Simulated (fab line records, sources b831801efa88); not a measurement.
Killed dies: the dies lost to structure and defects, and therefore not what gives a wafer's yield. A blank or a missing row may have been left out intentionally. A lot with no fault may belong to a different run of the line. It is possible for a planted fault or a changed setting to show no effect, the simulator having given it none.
fab line records	flow gf180mcu
[record] lots = 5	wafers = 15	last_day = 34
route steps=602 shown POLY_GATE@173 HV_LDD@176
lots with no fault: from the same line, run without faults
start_h: hours from the record's first day to the start of the lot's first wafer shown	wait_h: time in hours since the lot's previous step	" same as the row above	L1.1+2: a row that stands for several wafers	- no value, or no start was given	* or withheld: withheld	< > ~ a bound
route shown NAME@n: names a module that has steps shown in the file, with the first one's number in the route	usual: mean/standard deviation of fault-free wafers	same: alike in all rows	chamber/n: place in a boat	sites: readings site by site	_std_site: the standard deviation of these	_edge_site: the outer-site mean with the inner-site mean subtracted	radius_mm: how far each site lies from the wafer's centre	mask NAME#n: copy n	behind: the tool/chamber that last shaped the wafer	hold: cause of the lot's hold/its duration in hours/its outcome	device: names the non-switching transistor (n, p or np)	end of line: tests of these same wafers at the route's end	for a step that has no rows: nothing shown but its recipe	killed: dies lost to structure and defects at the first sort, not the wafer's yield	map: a wafer's dies, marking killed ones x, the rest . and places with no die _
set.NAME: the setting the step ran with; set.NAME@STEP: the setting that earlier step ran with	model.NAME: the simulator's own value behind a step, which no gauge read
lots at some steps of the route; a table a step, a row a wafer
services: from which hour (start_h, from the record's first day; less than 0 if before it) a tool's chamber was out of use, for how many hours, and why
[[steps]]
[step GF_POLY_GATE_OXIDATION_16]
[recipe] temp_c = 850	ambient = O2	stabilise_s = 600	purge_s = 300	target_thk_a = 40	ox_time_s = 899
[usual] spike_tc_top_C = 863.3/1.6	tube_center_temp_C_max = 852.2/0.37
lot.wafer	tool	chamber	start_h	wait_h	spike_tc_top_C	tube_center_temp_C_max
L078.1	furnace-01	0	231.12	0.7	862.0	851.8
L078.3	"	0	"	"	862.0	851.6
L078.6	"	0	"	"	862.6	852.1
L080.3	furnace-02	0	240.20	0.6	864.8	852.7
L080.4	"	0	"	"	863.5	852.1
L080.6	"	0	"	"	864.2	852.5
L091.2	furnace-02	0	324.20	3.9	862.8	852.0
L091.3	"	0	"	"	864.6	852.7
L091.6	"	0	"	"	863.9	851.9
L092.2	furnace-01	0	330.14	1.3	862.8	851.7
L092.4	"	0	"	"	863.4	852.2
L092.6	"	0	"	"	861.6	852.6
L097.1	furnace-01	0	363.41	0.0	860.9	852.1
L097.3	"	0	"	"	862.3	853.8
L097.4	"	0	"	"	861.5	851.9
[step GF_POLY_GATE_THK_MEAS_17]
[recipe] reads = SiO2_of_POLY_GATE_OXIDATION_16
[usual] POLY_GATE_OXIDATION_THK = 4.00/0.078
lot.wafer	tool	chamber	start_h	wait_h	POLY_GATE_OXIDATION_THK[nm]
L078.1	film_metro-04	-	232.37	0.0	3.88
L078.3	"	-	"	"	3.88
L078.6	"	-	"	"	3.86
L080.3	film_metro-04	-	241.47	0.0	3.95
L080.4	"	-	"	"	3.90
L080.6	"	-	"	"	4.01
L091.2	film_metro-02	-	325.46	0.0	4.00
L091.3	"	-	"	"	4.00
L091.6	"	-	"	"	4.02
L092.2	film_metro-03	-	331.40	0.0	4.08
L092.4	"	-	"	"	4.16
L092.6	"	-	"	"	3.96
L097.1	film_metro-02	-	364.66	0.0	3.91
L097.3	"	-	"	"	3.95
L097.4	"	-	"	"	3.96
[step GF_POLY_GATE_CD_MEAS_18]
[usual] cd_nm = 280.2/1.9
lot.wafer	tool	chamber	start_h	wait_h	cd_nm
L078.1	cd_sem-01	-	232.43	0.1	279.8
L078.3	"	-	"	"	279.9
L078.6	"	-	"	"	279.0
L080.3	cd_sem-01	-	241.56	0.1	283.4
L080.4	"	-	"	"	281.7
L080.6	"	-	"	"	282.6
L091.2	cd_sem-02	-	325.53	0.1	279.1
L091.3	"	-	"	"	278.2
L091.6	"	-	"	"	279.0
L092.2	cd_sem-01	-	331.48	0.1	282.7
L092.4	"	-	"	"	281.2
L092.6	"	-	"	"	281.4
L097.1	cd_sem-01	-	364.72	0.1	277.8
L097.3	"	-	"	"	281.7
L097.4	"	-	"	"	276.9
[step GF_HV_LDD_DEHYDRATE_00]
[recipe] temp_c = 200	time_s = 60
[usual] heater_power_total_W = 160.35/0.13
lot.wafer	tool	chamber	start_h	wait_h	heater_power_total_W
L078.1	litho_track-04	0	241.31	8.9	160.59
L078.3	"	0	"	"	160.23
L078.6	"	0	"	"	160.52
L080.3	litho_track-03	0	250.44	8.8	160.43
L080.4	"	0	"	"	160.23
L080.6	"	0	"	"	160.51
L091.2	litho_track-04	0	335.29	9.7	160.43
L091.3	"	0	"	"	160.29
L091.6	"	0	"	"	160.30
L092.2	litho_track-04	0	341.04	9.5	160.60
L092.4	"	0	"	"	160.41
L092.6	"	0	"	"	160.46
L097.1	litho_track-03	0	375.49	10.7	160.20
L097.3	"	0	"	"	160.36
L097.4	"	0	"	"	160.31
[step GF_HV_LDD_HMDS_01]
[recipe] prime_time_s = 60	prime_temp_c = 120
lot.wafer	tool	chamber	start_h	wait_h
L078.1+3+6	litho_track-04	0	241.46	0.1
L080.3+4+6	litho_track-03	0	250.59	0.1
L091.2+3+6	litho_track-04	0	335.44	0.1
L092.2+4+6	litho_track-04	0	341.19	0.1
L097.1+3+4	litho_track-03	0	375.64	0.1
[step GF_HV_LDD_COAT_02]
[recipe] resist = NOVOLAK	spin_rpm = 3000	resist_thk_nm = 1000
lot.wafer	tool	chamber	start_h	wait_h
L078.1+3+6	litho_track-04	0	241.61	0.1
L080.3+4+6	litho_track-03	0	250.74	0.1
L091.2+3+6	litho_track-04	0	335.59	0.1
L092.2+4+6	litho_track-04	0	341.34	0.1
L097.1+3+4	litho_track-03	0	375.79	0.1
[step GF_HV_LDD_SOFTBAKE_03]
[recipe] temp_c = 90	time_s = 60	resist = NOVOLAK
[usual] heater_power_total_W = 56.59/0.044
lot.wafer	tool	chamber	start_h	wait_h	heater_power_total_W
L078.1	litho_track-04	0	241.76	0.1	56.61
L078.3	"	0	"	"	56.63
L078.6	"	0	"	"	56.64
L080.3	litho_track-03	0	250.89	0.1	56.54
L080.4	"	0	"	"	56.64
L080.6	"	0	"	"	56.58
L091.2	litho_track-04	0	335.74	0.1	56.52
L091.3	"	0	"	"	56.64
L091.6	"	0	"	"	56.72
L092.2	litho_track-04	0	341.49	0.1	56.50
L092.4	"	0	"	"	56.58
L092.6	"	0	"	"	56.64
L097.1	litho_track-03	0	375.94	0.1	56.51
L097.3	"	0	"	"	56.62
L097.4	"	0	"	"	56.49
[step GF_HV_LDD_EXPOSE_04]
[recipe] mask_id = Nplus_LV_AREA	target_cd_nm = 400	na = 0.6	source_shape = conventional	sigma_outer = 0.6	dose_mj = 140
lot.wafer	tool	chamber	start_h	wait_h	mask
L078.1+3+6	iline_stepper-01	0	-	-	Nplus_LV_AREA#0
L080.3+4+6	iline_stepper-02	0	-	-	Nplus_LV_AREA#0
L091.2+3+6	iline_stepper-01	0	-	-	Nplus_LV_AREA#0
L092.2+4+6	iline_stepper-01	0	-	-	Nplus_LV_AREA#0
L097.1+3+4	iline_stepper-01	0	-	-	Nplus_LV_AREA#0
[step GF_HV_LDD_PEB_05]
[recipe] temp_c = withheld	time_s = *	resist = NOVOLAK
lot.wafer	tool	chamber	start_h	wait_h
L078.1+3+6	litho_track-04	0	-	-
L080.3+4+6	litho_track-04	0	-	-
L091.2+3+6	litho_track-04	0	-	-
L092.2+4+6	litho_track-02	0	-	-
L097.1+3+4	litho_track-04	0	-	-
[step GF_HV_LDD_DEVELOP_06]
[recipe] develop_time_s = 60	dev_temp_c = 23
[usual] developer_temp_C = 22.99/0.12
lot.wafer	tool	chamber	start_h	wait_h	developer_temp_C
L078.1	litho_track-04	0	251.01	0.1	23.07
L078.3	"	0	"	"	22.79
L078.6	"	0	"	"	22.91
L080.3	litho_track-04	0	260.36	0.1	22.90
L080.4	"	0	"	"	23.05
L080.6	"	0	"	"	22.86
L091.2	litho_track-04	0	346.64	0.1	23.02
L091.3	"	0	"	"	22.97
L091.6	"	0	"	"	23.13
L092.2	litho_track-02	0	352.64	0.1	22.88
L092.4	"	0	"	"	22.98
L092.6	"	0	"	"	22.96
L097.1	litho_track-04	0	386.51	0.1	23.14
L097.3	"	0	"	"	23.05
L097.4	"	0	"	"	23.10
[step GF_HV_LDD_CD_MEAS_07]
[recipe] target_cd_nm = 400
[usual] cd_nm = 400.8/2.5
lot.wafer	tool	chamber	start_h	wait_h	cd_nm
L078.1	cd_sem-02	-	251.16	0.1	400.9
L078.3	"	-	"	"	399.8
L078.6	"	-	"	"	399.0
L080.3	cd_sem-01	-	260.50	0.1	396.8
L080.4	"	-	"	"	400.4
L080.6	"	-	"	"	398.9
L091.2	cd_sem-01	-	346.78	0.1	404.3
L091.3	"	-	"	"	403.9
L091.6	"	-	"	"	404.1
L092.2	cd_sem-02	-	352.78	0.1	396.4
L092.4	"	-	"	"	395.7
L092.6	"	-	"	"	395.9
L097.1	cd_sem-02	-	386.66	0.1	402.1
L097.3	"	-	"	"	402.3
L097.4	"	-	"	"	400.8
[step GF_HV_LDD_OVL_MEAS_08]
[usual] HV_LDD_OVL = 0.6/1.5
lot.wafer	tool	chamber	start_h	wait_h	HV_LDD_OVL[nm]
L078.1	overlay-01	-	251.28	0.1	2.5
L078.3	"	-	"	"	0.9
L078.6	"	-	"	"	2.1
L080.3	overlay-01	-	260.59	0.1	-1.4
L080.4	"	-	"	"	-0.7
L080.6	"	-	"	"	0.6
L091.2	overlay-02	-	346.89	0.1	2.3
L091.3	"	-	"	"	3.2
L091.6	"	-	"	"	4.5
L092.2	overlay-01	-	352.89	0.1	1.5
L092.4	"	-	"	"	2.6
L092.6	"	-	"	"	0.9
L097.1	overlay-02	-	386.78	0.1	0.1
L097.3	"	-	"	"	1.2
L097.4	"	-	"	"	0.5
[step GF_HV_LDD_IMPLANT_09]
[recipe] species = As	energy_kev = 40	dose_cm2 = 1e+14	tilt_deg = 7
[usual] beam_energy_keV = 39.999/0.012	beam_on_s = 10.01/0.22
lot.wafer	tool	chamber	start_h	wait_h	beam_energy_keV	beam_on_s
L078.1	implanter-04	0	251.32	0.0	39.996	9.83
L078.3	"	0	"	"	40.004	10.36
L078.6	"	0	"	"	40.000	9.76
L080.3	implanter-04	0	260.67	0.1	39.963	10.03
L080.4	"	0	"	"	39.987	10.19
L080.6	"	0	"	"	39.999	9.91
L091.2	implanter-04	0	346.94	0.0	39.996	10.02
L091.3	"	0	"	"	39.999	10.09
L091.6	"	0	"	"	40.022	9.63
L092.2	implanter-03	0	352.94	0.0	40.013	10.26
L092.4	"	0	"	"	39.993	9.90
L092.6	"	0	"	"	40.000	10.02
L097.1	implanter-04	0	386.82	0.0	39.986	9.99
L097.3	"	0	"	"	40.018	10.27
L097.4	"	0	"	"	39.987	9.87
[step GF_HV_LDD_STRIP_10]
[recipe] chemistry = O2/N2	power_w = 1400	pressure_mtorr = 1500	platen_temp_c = 250	o2_flow_sccm = 3000	n2_flow_sccm = 300	overash_fraction = 0.5
[usual] drypump_motor_current_A = 5.1/0.52	heater_power_w = 333/34	oes_product_au = 0.716/0.0048	strip_time_to_endpoint_s = 12.64/0.038
lot.wafer	tool	chamber	start_h	wait_h	drypump_motor_current_A	heater_power_w	oes_product_au	rf_hours_counter_h	strip_time_to_endpoint_s
L078.1	plasma_asher-02	0	251.47	0.1	4.7	375	0.715	49	12.64
L078.3	"	1	"	"	6.2	335	0.718	-	12.60
L078.6	"	0	"	"	4.7	374	0.717	-	12.63
L080.3	plasma_asher-01	0	260.80	0.1	5.2	321	0.713	-	12.62
L080.4	"	1	"	"	5.6	366	0.712	-	12.65
L080.6	"	1	"	"	5.6	379	0.718	-	12.63
L091.2	plasma_asher-01	0	347.07	0.1	5.2	310	0.722	70	12.59
L091.3	"	1	"	"	5.5	366	0.716	-	12.63
L091.6	"	0	"	"	5.2	318	0.711	-	12.64
L092.2	plasma_asher-02	0	353.07	0.1	4.7	382	0.713	57	12.66
L092.4	"	1	"	"	6.2	326	0.707	-	12.65
L092.6	"	1	"	"	6.2	323	0.709	-	12.62
L097.1	plasma_asher-02	1	386.97	0.1	6.2	335	0.720	61	12.61
L097.3	"	1	"	"	6.2	335	0.721	-	12.59
L097.4	"	0	"	"	4.7	369	0.717	-	12.64
[step GF_HV_LDD_TW_MEAS_11]
[usual] HV_LDD_TW = 2409/10
lot.wafer	tool	chamber	start_h	wait_h	HV_LDD_TW
L078.1	film_metro-03	-	251.57	0.1	2428
L078.3	"	-	"	"	2432
L078.6	"	-	"	"	2412
L080.3	film_metro-04	-	260.89	0.1	2413
L080.4	"	-	"	"	2406
L080.6	"	-	"	"	2405
L091.2	film_metro-04	-	347.18	0.1	2415
L091.3	"	-	"	"	2425
L091.6	"	-	"	"	2412
L092.2	film_metro-04	-	353.18	0.1	2406
L092.4	"	-	"	"	2410
L092.6	"	-	"	"	2409
L097.1	film_metro-04	-	387.07	0.1	2415
L097.3	"	-	"	"	2413
L097.4	"	-	"	"	2414
[step GF_HV_LDD_DEHYDRATE_12]
[recipe] temp_c = 200	time_s = 60
[usual] heater_power_total_W = 160.39/0.13
lot.wafer	tool	chamber	start_h	wait_h	heater_power_total_W
L078.1	litho_track-03	0	260.19	8.6	160.58
L078.3	"	0	"	"	160.54
L078.6	"	0	"	"	160.15
L080.3	litho_track-02	0	269.56	8.7	160.36
L080.4	"	0	"	"	160.50
L080.6	"	0	"	"	160.52
L091.2	litho_track-04	0	357.09	9.9	160.19
L091.3	"	0	"	"	160.43
L091.6	"	0	"	"	160.57
L092.2	litho_track-04	0	363.34	10.1	160.46
L092.4	"	0	"	"	160.32
L092.6	"	0	"	"	160.47
L097.1	litho_track-03	0	398.04	11.0	160.35
L097.3	"	0	"	"	160.60
L097.4	"	0	"	"	160.44
[step GF_HV_LDD_HMDS_13]
[recipe] prime_time_s = 60	prime_temp_c = 120
lot.wafer	tool	chamber	start_h	wait_h
L078.1+3+6	litho_track-03	0	260.34	0.1
L080.3+4+6	litho_track-02	0	269.71	0.1
L091.2+3+6	litho_track-04	0	357.24	0.1
L092.2+4+6	litho_track-04	0	363.49	0.1
L097.1+3+4	litho_track-03	0	398.19	0.1
[step GF_HV_LDD_COAT_14]
[recipe] resist = NOVOLAK	spin_rpm = 3000	resist_thk_nm = 1000
lot.wafer	tool	chamber	start_h	wait_h
L078.1+3+6	litho_track-03	0	260.49	0.1
L080.3+4+6	litho_track-02	0	269.86	0.1
L091.2+3+6	litho_track-04	0	357.39	0.1
L092.2+4+6	litho_track-04	0	363.64	0.1
L097.1+3+4	litho_track-03	0	398.34	0.1
[step GF_HV_LDD_SOFTBAKE_15]
[recipe] temp_c = 90	time_s = 60	resist = NOVOLAK
[usual] heater_power_total_W = 56.60/0.05
lot.wafer	tool	chamber	start_h	wait_h	heater_power_total_W
L078.1	litho_track-03	0	260.64	0.1	56.58
L078.3	"	0	"	"	56.63
L078.6	"	0	"	"	56.54
L080.3	litho_track-02	0	270.01	0.1	56.54
L080.4	"	0	"	"	56.64
L080.6	"	0	"	"	56.57
L091.2	litho_track-04	0	357.54	0.1	56.58
L091.3	"	0	"	"	56.57
L091.6	"	0	"	"	56.59
L092.2	litho_track-04	0	363.79	0.1	56.59
L092.4	"	0	"	"	56.59
L092.6	"	0	"	"	56.58
L097.1	litho_track-03	0	398.49	0.1	56.50
L097.3	"	0	"	"	56.47
L097.4	"	0	"	"	56.67
[step GF_HV_LDD_EXPOSE_16]
[recipe] mask_id = Pplus_LV_AREA	target_cd_nm = 400	na = 0.6	source_shape = conventional	sigma_outer = 0.6	dose_mj = 140
lot.wafer	tool	chamber	start_h	wait_h	mask
L078.1+3+6	iline_stepper-01	0	-	-	Pplus_LV_AREA#0
L080.3+4+6	iline_stepper-01	0	-	-	Pplus_LV_AREA#0
L091.2+3+6	iline_stepper-02	0	-	-	Pplus_LV_AREA#0
L092.2+4+6	iline_stepper-02	0	-	-	Pplus_LV_AREA#0
L097.1+3+4	iline_stepper-02	0	-	-	Pplus_LV_AREA#0
[step GF_HV_LDD_PEB_17]
[recipe] temp_c = withheld	time_s = *	resist = NOVOLAK
lot.wafer	tool	chamber	start_h	wait_h
L078.1+3+6	litho_track-03	0	-	-
L080.3+4+6	litho_track-04	0	-	-
L091.2+3+6	litho_track-03	0	-	-
L092.2+4+6	litho_track-04	0	-	-
L097.1+3+4	litho_track-04	0	-	-
[step GF_HV_LDD_DEVELOP_18]
[recipe] develop_time_s = 60	dev_temp_c = 24.2
[usual] developer_temp_C = 24.22/0.11
lot.wafer	tool	chamber	start_h	wait_h	developer_temp_C
L078.1	litho_track-03	0	269.89	0.1	24.10
L078.3	"	0	"	"	24.33
L078.6	"	0	"	"	24.27
L080.3	litho_track-04	0	279.66	0.1	24.40
L080.4	"	0	"	"	24.31
L080.6	"	0	"	"	24.30
L091.2	litho_track-03	0	368.76	0.1	24.10
L091.3	"	0	"	"	24.11
L091.6	"	0	"	"	24.05
L092.2	litho_track-04	0	374.99	0.1	24.28
L092.4	"	0	"	"	24.38
L092.6	"	0	"	"	24.22
L097.1	litho_track-04	0	410.06	0.1	24.40
L097.3	"	0	"	"	24.26
L097.4	"	0	"	"	24.28
[step GF_HV_LDD_CD_MEAS_19]
[recipe] target_cd_nm = 400
[usual] cd_nm = 395.1/2.3
lot.wafer	tool	chamber	start_h	wait_h	cd_nm
L078.1	cd_sem-02	-	270.04	0.1	396.1
L078.3	"	-	"	"	394.7
L078.6	"	-	"	"	396.4
L080.3	cd_sem-02	-	279.80	0.1	395.0
L080.4	"	-	"	"	396.2
L080.6	"	-	"	"	397.7
L091.2	cd_sem-02	-	368.91	0.1	398.4
L091.3	"	-	"	"	398.6
L091.6	"	-	"	"	397.1
L092.2	cd_sem-02	-	375.13	0.1	396.3
L092.4	"	-	"	"	393.3
L092.6	"	-	"	"	394.1
L097.1	cd_sem-02	-	410.21	0.1	396.8
L097.3	"	-	"	"	395.8
L097.4	"	-	"	"	398.5
[step GF_HV_LDD_OVL_MEAS_20]
[usual] HV_LDD_01_OVL = 0.4/1.5
lot.wafer	tool	chamber	start_h	wait_h	HV_LDD_01_OVL[nm]
L078.1	overlay-01	-	270.16	0.1	-1.7
L078.3	"	-	"	"	-1.4
L078.6	"	-	"	"	-0.3
L080.3	overlay-02	-	279.89	0.1	-2.6
L080.4	"	-	"	"	-1.0
L080.6	"	-	"	"	-0.9
L091.2	overlay-01	-	369.01	0.1	-2.2
L091.3	"	-	"	"	2.4
L091.6	"	-	"	"	0.0
L092.2	overlay-01	-	375.24	0.1	-0.8
L092.4	"	-	"	"	-1.6
L092.6	"	-	"	"	-0.6
L097.1	overlay-01	-	410.33	0.1	-0.2
L097.3	"	-	"	"	1.6
L097.4	"	-	"	"	2.2
[step GF_HV_LDD_IMPLANT_21]
[recipe] species = BF2	energy_kev = 25	dose_cm2 = 5e+13	tilt_deg = 7
[usual] beam_energy_keV = 25.000/0.0065	beam_on_s = 10.00/0.2
lot.wafer	tool	chamber	start_h	wait_h	beam_energy_keV	beam_on_s
L078.1	implanter-04	0	270.20	0.0	24.988	9.85
L078.3	"	0	"	"	24.989	9.81
L078.6	"	0	"	"	24.996	9.97
L080.3	implanter-04	0	279.97	0.1	24.995	9.88
L080.4	"	0	"	"	24.998	10.19
L080.6	"	0	"	"	25.001	9.90
L091.2	implanter-01	0	369.07	0.0	25.003	9.92
L091.3	"	0	"	"	25.009	9.82
L091.6	"	0	"	"	25.006	10.01
L092.2	implanter-01	0	375.29	0.0	24.991	10.18
L092.4	"	0	"	"	24.993	10.16
L092.6	"	0	"	"	25.010	10.20
L097.1	implanter-03	0	410.37	0.0	25.008	9.68
L097.3	"	0	"	"	25.003	10.30
L097.4	"	0	"	"	24.997	9.93
[step GF_HV_LDD_STRIP_22]
[recipe] chemistry = O2/N2	power_w = 1400	pressure_mtorr = 1500	platen_temp_c = 252.1	o2_flow_sccm = 3000	n2_flow_sccm = 300	overash_fraction = 0.5
[usual] drypump_motor_current_A = 5.2/0.48	heater_power_w = 344/32	oes_product_au = 0.735/0.005	strip_time_to_endpoint_s = 12.092/0.026
lot.wafer	tool	chamber	start_h	wait_h	drypump_motor_current_A	heater_power_w	oes_product_au	rf_hours_counter_h	strip_time_to_endpoint_s
L078.1	plasma_asher-03	0	270.35	0.1	4.7	290	0.735	14	12.073
L078.3	"	1	"	"	4.9	348	0.744	-	12.061
L078.6	"	1	"	"	4.9	354	0.729	-	12.088
L080.3	plasma_asher-01	1	280.10	0.1	5.6	376	0.737	-	12.116
L080.4	"	0	"	"	5.2	327	0.735	-	12.144
L080.6	"	0	"	"	5.2	332	0.741	-	12.099
L091.2	plasma_asher-01	0	369.19	0.1	5.2	317	0.730	73	12.099
L091.3	"	0	"	"	5.2	328	0.735	-	12.103
L091.6	"	0	"	"	5.2	328	0.729	-	12.096
L092.2	plasma_asher-03	1	375.42	0.1	4.9	358	0.742	26	12.103
L092.4	"	0	"	"	4.7	282	0.730	-	12.098
L092.6	"	0	"	"	4.7	274	0.734	-	12.109
L097.1	plasma_asher-02	1	410.52	0.1	6.2	328	0.741	63	12.125
L097.3	"	0	"	"	4.7	379	0.740	-	12.143
L097.4	"	1	"	"	6.2	335	0.727	-	12.133
[step GF_HV_LDD_TW_MEAS_23]
[usual] HV_LDD_2_TW = 1053/4.7
lot.wafer	tool	chamber	start_h	wait_h	HV_LDD_2_TW
L078.1	film_metro-04	-	270.45	0.1	1055
L078.3	"	-	"	"	1053
L078.6	"	-	"	"	1051
L080.3	film_metro-04	-	280.19	0.1	1053
L080.4	"	-	"	"	1049
L080.6	"	-	"	"	1057
L091.2	film_metro-01	-	369.30	0.1	1044
L091.3	"	-	"	"	1045
L091.6	"	-	"	"	1042
L092.2	film_metro-01	-	375.53	0.1	1048
L092.4	"	-	"	"	1050
L092.6	"	-	"	"	1052
L097.1	film_metro-01	-	410.62	0.1	1048
L097.3	"	-	"	"	1048
L097.4	"	-	"	"	1048
[step GF_HV_LDD_DEHYDRATE_24]
[recipe] temp_c = 200	time_s = 60
[usual] heater_power_total_W = 160.38/0.13
lot.wafer	tool	chamber	start_h	wait_h	heater_power_total_W
L078.1	litho_track-03	0	279.54	9.1	160.63
L078.3	"	0	"	"	160.47
L078.6	"	0	"	"	160.41
L080.3	litho_track-04	0	289.26	9.1	160.24
L080.4	"	0	"	"	160.38
L080.6	"	0	"	"	160.39
L091.2	litho_track-03	0	380.16	10.8	160.37
L091.3	"	0	"	"	160.54
L091.6	"	0	"	"	160.45
L092.2	litho_track-02	0	385.64	10.1	160.43
L092.4	"	0	"	"	160.58
L092.6	"	0	"	"	160.26
L097.1	litho_track-04	0	421.91	11.3	160.56
L097.3	"	0	"	"	160.59
L097.4	"	0	"	"	160.13
[step GF_HV_LDD_HMDS_25]
[recipe] prime_time_s = 60	prime_temp_c = 120
lot.wafer	tool	chamber	start_h	wait_h
L078.1+3+6	litho_track-03	0	279.69	0.1
L080.3+4+6	litho_track-04	0	289.41	0.1
L091.2+3+6	litho_track-03	0	380.31	0.1
L092.2+4+6	litho_track-02	0	385.79	0.1
L097.1+3+4	litho_track-04	0	422.06	0.1
[step GF_HV_LDD_COAT_26]
[recipe] resist = NOVOLAK	spin_rpm = 3000	resist_thk_nm = 1000
lot.wafer	tool	chamber	start_h	wait_h
L078.1+3+6	litho_track-03	0	279.84	0.1
L080.3+4+6	litho_track-04	0	289.56	0.1
L091.2+3+6	litho_track-03	0	380.46	0.1
L092.2+4+6	litho_track-02	0	385.94	0.1
L097.1+3+4	litho_track-04	0	422.21	0.1
[step GF_HV_LDD_SOFTBAKE_27]
[recipe] temp_c = 90	time_s = 60	resist = NOVOLAK
[usual] heater_power_total_W = 56.60/0.044
lot.wafer	tool	chamber	start_h	wait_h	heater_power_total_W
L078.1	litho_track-03	0	279.99	0.1	56.65
L078.3	"	0	"	"	56.66
L078.6	"	0	"	"	56.53
L080.3	litho_track-04	0	289.71	0.1	56.59
L080.4	"	0	"	"	56.57
L080.6	"	0	"	"	56.59
L091.2	litho_track-03	0	380.61	0.1	56.65
L091.3	"	0	"	"	56.59
L091.6	"	0	"	"	56.61
L092.2	litho_track-02	0	386.09	0.1	56.63
L092.4	"	0	"	"	56.62
L092.6	"	0	"	"	56.49
L097.1	litho_track-04	0	422.36	0.1	56.66
L097.3	"	0	"	"	56.62
L097.4	"	0	"	"	56.64
[step GF_HV_LDD_EXPOSE_28]
[recipe] mask_id = Nplus_HV_AREA	target_cd_nm = 400	na = 0.6	source_shape = conventional	sigma_outer = 0.6	dose_mj = 140
lot.wafer	tool	chamber	start_h	wait_h	mask
L078.1+3+6	iline_stepper-02	0	-	-	Nplus_HV_AREA#0
L080.3+4+6	iline_stepper-01	0	-	-	Nplus_HV_AREA#0
L091.2+3+6	iline_stepper-02	0	-	-	Nplus_HV_AREA#0
L092.2+4+6	iline_stepper-01	0	-	-	Nplus_HV_AREA#0
L097.1+3+4	iline_stepper-02	0	-	-	Nplus_HV_AREA#0
[step GF_HV_LDD_PEB_29]
[recipe] temp_c = withheld	time_s = *	resist = NOVOLAK
lot.wafer	tool	chamber	start_h	wait_h
L078.1+3+6	litho_track-02	0	-	-
L080.3+4+6	litho_track-04	0	-	-
L091.2+3+6	litho_track-02	0	-	-
L092.2+4+6	litho_track-04	0	-	-
L097.1+3+4	litho_track-02	0	-	-
[[services]]
tool	chamber	start_h	hours	kind
iline_stepper-02	-	208.01	1.7	pm
iline_stepper-01	-	209.89	7.4	repair
implanter-03	-	211.96	1.3	repair
iline_stepper-01	-	211.97	12.9	repair
implanter-01	-	212.86	3.9	pm
plasma_asher-02	-	224.25	2.8	pm
plasma_asher-01	-	224.49	7.1	repair
implanter-03	-	227.89	3.5	pm
iline_stepper-01	-	234.36	1.7	pm
implanter-01	-	243.54	1.2	repair
implanter-04	-	246.40	3.7	pm
furnace-02	-	257.91	2.9	pm
implanter-03	-	271.10	0.6	repair
furnace-01	-	271.91	2.7	pm
plasma_asher-02	-	284.70	28.1	pm
implanter-03	-	290.77	2.9	repair
implanter-04	-	297.11	1.7	repair
furnace-01	-	301.65	3.5	pm
furnace-01	-	317.36	11.2	repair
iline_stepper-02	-	382.51	2.1	pm
iline_stepper-01	-	393.22	0.7	repair
iline_stepper-01	-	406.78	6.6	repair
iline_stepper-02	-	413.34	1.7	pm
plasma_asher-01	-	421.35	9.0	pm
[[key]]
fault none
